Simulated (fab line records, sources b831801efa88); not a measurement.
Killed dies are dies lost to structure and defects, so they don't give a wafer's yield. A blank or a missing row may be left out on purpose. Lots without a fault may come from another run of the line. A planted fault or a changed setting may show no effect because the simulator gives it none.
Which tool did it? | flow sky130 | 11 lots, 33 wafers sampled, at 2 steps of a route of 708

WHAT THE GAUGES READ, wafer by wafer
SKY_VIA3_CD_MEAS_12: target cd 200 nm.
lot  | measured     | on        | cd_nm (nm)
L511 | day 40 04:53 | cd_sem-01 | 199.0 201.7 202.1
L512 | day 40 15:17 | cd_sem-02 | 200.4 199.4 200.4
L515 | day 41 07:05 | cd_sem-02 | 197.7 198.3 198.7
L516 | day 42 07:12 | cd_sem-01 | 200.1 200.1 199.6
L517 | day 42 15:50 | cd_sem-02 | 200.7 201.5 202.6
L519 | day 42 23:41 | cd_sem-01 | 199.5 200.1 198.6
L520 | day 43 06:35 | cd_sem-01 | 198.8 200.0 199.4
L527 | day 45 04:52 | cd_sem-02 | 198.4 198.5 199.5
L528 | day 45 07:13 | cd_sem-02 | 200.5 201.3 202.9
L530 | day 45 22:51 | cd_sem-01 | 200.4 200.9 200.7
L532 | day 46 04:42 | cd_sem-01 | 198.5 197.3 199.6

WHICH TOOL RAN EACH LOT (tool, then ch and the chambers of the sampled wafers, then the start)
lot  | SKY_CAPM_STRIP_14
L511 | plasma_asher-04 ch 0,1, day 38 02:08
L512 | plasma_asher-04 ch 0,1, day 38 12:05
L515 | plasma_asher-04 ch 1, day 39 02:24
L516 | plasma_asher-04 ch 0,1, day 40 03:05
L517 | plasma_asher-02 ch 0,1, day 40 12:52
L519 | plasma_asher-02 ch 0,1, day 40 21:41
L520 | plasma_asher-02 ch 0,1, day 41 05:14
L527 | plasma_asher-04 ch 0,1, day 43 05:14
L528 | plasma_asher-01 ch 0,1, day 43 07:47
L530 | plasma_asher-02 ch 0,1, day 44 01:17
L532 | plasma_asher-02 ch 0,1, day 44 07:36
- SKY_CAPM_STRIP_14: strips in O2/N2.

THE ANSWER, worked out from the rows above alone
Rule: what is usual is taken from the lots themselves. Put in order of their means at a reading, lots are off if they are a third of the lots or fewer, leave a main group of 4 or more, and stand apart from it by a gap of 3 or more times the standard deviation of the main group's means; of several such gaps the widest counts. A main group whose means are all the same, to the digits that the tables above print for the reading, isn't used. A lot without any number at a reading at which 4 lots or more have one is off too. The other lots that the step has rows for count as sound.
No lot is off at any reading shown: from this, nothing can be told.

WHAT THE SIMULATOR HAD PUT IN
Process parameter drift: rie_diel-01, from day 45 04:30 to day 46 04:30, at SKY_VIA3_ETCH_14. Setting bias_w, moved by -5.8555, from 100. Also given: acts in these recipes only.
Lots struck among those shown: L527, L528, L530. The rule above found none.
